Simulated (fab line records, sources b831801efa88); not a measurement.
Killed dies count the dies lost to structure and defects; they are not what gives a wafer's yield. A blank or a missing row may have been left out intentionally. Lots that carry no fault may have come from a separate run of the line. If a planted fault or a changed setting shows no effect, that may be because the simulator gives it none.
Chamber matching || flow sky130 || 4 sister chambers for SKY_VIA3_CMP_02 on cmp-01
The step polishes SiO2. 8 wafers are shown with their chamber, then 12 later ones without.

== WAFERS WITH THEIR CHAMBER ==
{"wafer": "L082.5", "chamber": 2, "motor_current_A (A)": 11.4}
{"wafer": "L083.3", "chamber": 1, "motor_current_A (A)": 13.8}
{"wafer": "L085.3", "chamber": 1, "motor_current_A (A)": 12.6}
{"wafer": "L086.5", "chamber": 0, "motor_current_A (A)": 12.0}
{"wafer": "L086.6", "chamber": 3, "motor_current_A (A)": 12.5}
{"wafer": "L090.1", "chamber": 3, "motor_current_A (A)": 12.6}
{"wafer": "L090.3", "chamber": 2, "motor_current_A (A)": 10.8}
{"wafer": "L090.6", "chamber": 0, "motor_current_A (A)": 11.3}

== WAFERS MISSING THEIR CHAMBER ==
{"wafer": "L091.3", "motor_current_A (A)": 12.4}
{"wafer": "L091.4", "motor_current_A (A)": 11.7}
{"wafer": "L091.6", "motor_current_A (A)": 10.7}
{"wafer": "L092.1", "motor_current_A (A)": 10.8}
{"wafer": "L092.4", "motor_current_A (A)": 13.4}
{"wafer": "L092.5", "motor_current_A (A)": 11.4}
{"wafer": "L095.1", "motor_current_A (A)": 11.6}
{"wafer": "L095.4", "motor_current_A (A)": 11.2}
{"wafer": "L095.6", "motor_current_A (A)": 11.1}
{"wafer": "L097.3", "motor_current_A (A)": 11.4}
{"wafer": "L097.5", "motor_current_A (A)": 11.0}
{"wafer": "L097.6", "motor_current_A (A)": 12.5}

== EACH ONE'S CHAMBER ==
{"wafer": "L091.3", "from the rows above": "can't be placed: 3 or 0 or 1", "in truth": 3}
{"wafer": "L091.4", "from the rows above": "can't be placed: 0 or 2 or 3", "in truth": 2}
{"wafer": "L091.6", "from the rows above": "can't be placed: 2 or 0", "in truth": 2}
{"wafer": "L092.1", "from the rows above": "can't be placed: 2 or 0", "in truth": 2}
{"wafer": "L092.4", "from the rows above": "can't be placed: 1 or 3", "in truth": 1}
{"wafer": "L092.5", "from the rows above": "can't be placed: 0 or 2 or 3", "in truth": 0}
{"wafer": "L095.1", "from the rows above": "can't be placed: 0 or 2 or 3", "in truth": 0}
{"wafer": "L095.4", "from the rows above": "can't be placed: 2 or 0", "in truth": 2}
{"wafer": "L095.6", "from the rows above": "can't be placed: 2 or 0", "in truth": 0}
{"wafer": "L097.3", "from the rows above": "can't be placed: 0 or 2 or 3", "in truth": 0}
{"wafer": "L097.5", "from the rows above": "can't be placed: 2 or 0", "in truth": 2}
{"wafer": "L097.6", "from the rows above": "can't be placed: 3 or 1 or 0", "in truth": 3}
Placed correctly: 0 of 12. Not placeable from these rows: 12 (in 12, the candidates include the true chamber). Wrongly placed: 0.
How it was worked out, from the rows above alone: a wafer's distance from a chamber is the root of the sum, over the readings, of the square of ((its reading less the chamber's mean) divided by the reading's scatter). If the next closest chamber is less than 2 further off than the closest, the wafer can't be placed; otherwise it belongs to the closest. Each chamber's mean is taken over the wafers shown for it. The scatter: take each reading less its chamber's mean, square it, sum over the shown wafers, divide by the number of wafers less the number of chambers, and take the root.
